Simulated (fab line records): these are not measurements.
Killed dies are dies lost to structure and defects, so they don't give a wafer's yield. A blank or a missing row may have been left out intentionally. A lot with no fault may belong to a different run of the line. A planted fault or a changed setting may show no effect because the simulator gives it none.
Struck lot and sound lot, side by side / flow gf180mcu / 47 out of 602 route steps
Sound: the wafers L806.1, L806.3, L806.6. Struck: wafers L813.2, L813.5, L813.6. The cause is named last.
Per side, at each step with rows, come the tool, then ch with its chambers, and then its first start. Under that, the readings that differ: sound wafers / struck wafers / difference of the means / sigmas: that difference in standard deviations of wafers without a fault.
alike: readings with means less than 2 such deviations apart, plus words and numbers identical on both sides. not compared: withheld readings, readings lacking a value on some wafer, bounds such as >300 that could conceal the same value, and numbers that have no deviation in the record and whose values overlap.
A row with sigmas, a row that says differs or no value, or rows on one side alone: a step with any of these is where the two part. Non-overlapping numbers with no deviation appear without sigmas and do not part them. Lack of a reading on every wafer of one side parts them only where that side has two or more wafers.

first, 5 steps without rows for these wafers: GF_NWELL_COAT_02 (resist thk 3000 nm); GF_NWELL_SOFTBAKE_03; GF_NWELL_EXPOSE_04 (exposes mask Nwell, target cd 860 nm); GF_NWELL_PEB_05; GF_NWELL_DEVELOP_06 (develop time 60 s).
GF_NWELL_OVL_MEAS_07:
  struck on overlay-02, day 7 03:34; sound on overlay-01, day 5 13:12
reading=NWELL_OVL (nm); sound=0.3 0.2 0.2; struck=-3.5 -3.0 -1.2; difference=-2.8; sigmas=-2
then, 2 steps without rows for these wafers: GF_NWELL_IMPLANT_08; GF_NWELL_IMPLANT_09.
GF_NWELL_STRIP_10: strips in O2/N2.
  sound on plasma-asher-04 ch 1, day 5 13:32; struck on plasma-asher-03 ch 0,1, day 7 03:53
  alike: drypump-motor-current-A, heater-power-w, n2-flow-sccm, oes-product-au, strip-time-to-endpoint-s
  not compared: rf-hours-counter-h
GF_NWELL_TW_MEAS_11:
  struck on film-metro-02, day 7 04:00; sound on film-metro-03, day 5 13:38
  alike: NWELL_TW
then, 2 steps without rows for these wafers: GF_LVPWELL_DEHYDRATE_00 (time 60 s); GF_LVPWELL_HMDS_01 (prime time 60 s).
GF_LVPWELL_COAT_02: resist thk 3000 nm.
  struck on litho-track-04, day 7 11:43; sound on litho-track-01 ch 0, day 5 20:14
  no value came back on the struck wafers for chill-plate-temp-C (C), dispense-pressure-kPa (kPa); on the sound wafers chill-plate-temp-C (C) reads 23.12 23.00 23.02
then, 4 steps without rows for these wafers: GF_LVPWELL_SOFTBAKE_03; GF_LVPWELL_EXPOSE_04 (exposes mask LVPWELL, target cd 600 nm); GF_LVPWELL_PEB_05; GF_LVPWELL_DEVELOP_06 (develop time 60 s).
GF_LVPWELL_OVL_MEAS_07:
  struck on overlay-01, day 7 19:47; sound on overlay-01, day 6 03:52
reading=LVPWELL_OVL (nm); sound=-1.3 0.0 -1.1; struck=- - -; difference=no value on the struck wafers; sigmas=
then, 2 steps without rows for these wafers: GF_LVPWELL_IMPLANT_08; GF_LVPWELL_IMPLANT_09.
GF_LVPWELL_STRIP_10: strips in O2/N2.
  sound on plasma-asher-01 ch 0,1, day 6 04:11; struck on plasma-asher-03 ch 0,1, day 7 20:07
  no value came back on the struck wafers for oes-product-au (a.u.), strip-time-to-endpoint-s (s); on the sound wafers oes-product-au (a.u.) reads 0.724 0.722 0.726
  alike: drypump-motor-current-A, heater-power-w, n2-flow-sccm
  not compared: rf-hours-counter-h
GF_LVPWELL_TW_MEAS_11:
  struck on film-metro-01, day 7 20:14; sound on film-metro-01, day 6 04:17
  alike: LVPWELL_TW
then, 7 steps without rows for these wafers: GF_MVSD_DEHYDRATE_00 (time 60 s); GF_MVSD_HMDS_01 (prime time 60 s); GF_MVSD_COAT_02 (resist thk 3000 nm); GF_MVSD_SOFTBAKE_03; GF_MVSD_EXPOSE_04 (exposes mask MVSD, target cd 1000 nm); GF_MVSD_PEB_05; GF_MVSD_DEVELOP_06 (develop time 60 s).
GF_MVSD_OVL_MEAS_07:
  struck on overlay-02, day 8 11:11; sound on overlay-02, day 6 19:17
  alike: MVSD_OVL
then, 2 steps without rows for these wafers: GF_MVSD_IMPLANT_08; GF_MVSD_IMPLANT_09.
GF_MVSD_STRIP_10: strips in O2/N2.
  sound on plasma-asher-01 ch 0,1, day 6 19:37; struck on plasma-asher-04 ch 0,1, day 8 11:31
  alike: drypump-motor-current-A, heater-power-w, n2-flow-sccm, oes-product-au, strip-time-to-endpoint-s
  not compared: rf-hours-counter-h
GF_MVSD_TW_MEAS_11:
  struck on film-metro-01, day 8 11:38; sound on film-metro-01, day 6 19:43
reading=MVSD_TW; sound=1570 1568 1579; struck=1610 1598 1602; difference=+31; sigmas=+3
then, 7 steps without rows for these wafers: GF_MVPSD_DEHYDRATE_00 (time 60 s); GF_MVPSD_HMDS_01 (prime time 60 s); GF_MVPSD_COAT_02 (resist thk 3000 nm); GF_MVPSD_SOFTBAKE_03; GF_MVPSD_EXPOSE_04 (exposes mask MVPSD, target cd 1000 nm); GF_MVPSD_PEB_05; GF_MVPSD_DEVELOP_06 (develop time 60 s).
GF_MVPSD_OVL_MEAS_07:
  struck on overlay-02, day 9 04:28; sound on overlay-02, day 7 10:47
  alike: MVPSD_OVL
GF_MVPSD_TW_MEAS_11:
  struck on film-metro-02, day 9 04:54; sound on film-metro-03, day 7 11:13
reading=MVPSD_TW; sound=557 558 560; struck=696 702 701; difference=+141; sigmas=+31
GF_VT_IMPLANT_TW_MEAS_10:
  struck on film-metro-02, day 9 21:53; sound on film-metro-04, day 8 02:47
reading=VT_IMPLANT_TW; sound=573.4 572.1 569.9; struck=706.3 711.3 701.8; difference=+134.7; sigmas=+56
GF_VT_IMPLANT_TW_MEAS_21:
  struck on film-metro-02, day 10 15:57; sound on film-metro-02, day 8 19:14
reading=VT_IMPLANT_2_TW; sound=1232 1225 1228; struck=1254 1258 1252; difference=+26; sigmas=+5
GF_VT_IMPLANT_TW_MEAS_32:
  struck on film-metro-03, day 11 10:24; sound on film-metro-03, day 9 12:32
reading=VT_IMPLANT_3_TW; sound=268.6 268.8 268.3; struck=579.3 579.5 579.7; difference=+310.9; sigmas=+99 or more
GF_VT_IMPLANT_TW_MEAS_43:
  struck on film-metro-04, day 12 05:00; sound on film-metro-04, day 10 05:29
reading=VT_IMPLANT_4_TW; sound=694 696 699; struck=793 793 794; difference=+97; sigmas=+29

== WHERE THEY PART ==
Last at GF_VT_IMPLANT_TW_MEAS_43 as far as this record goes, first at GF_NWELL_OVL_MEAS_07.

WHY: what the simulator had put in
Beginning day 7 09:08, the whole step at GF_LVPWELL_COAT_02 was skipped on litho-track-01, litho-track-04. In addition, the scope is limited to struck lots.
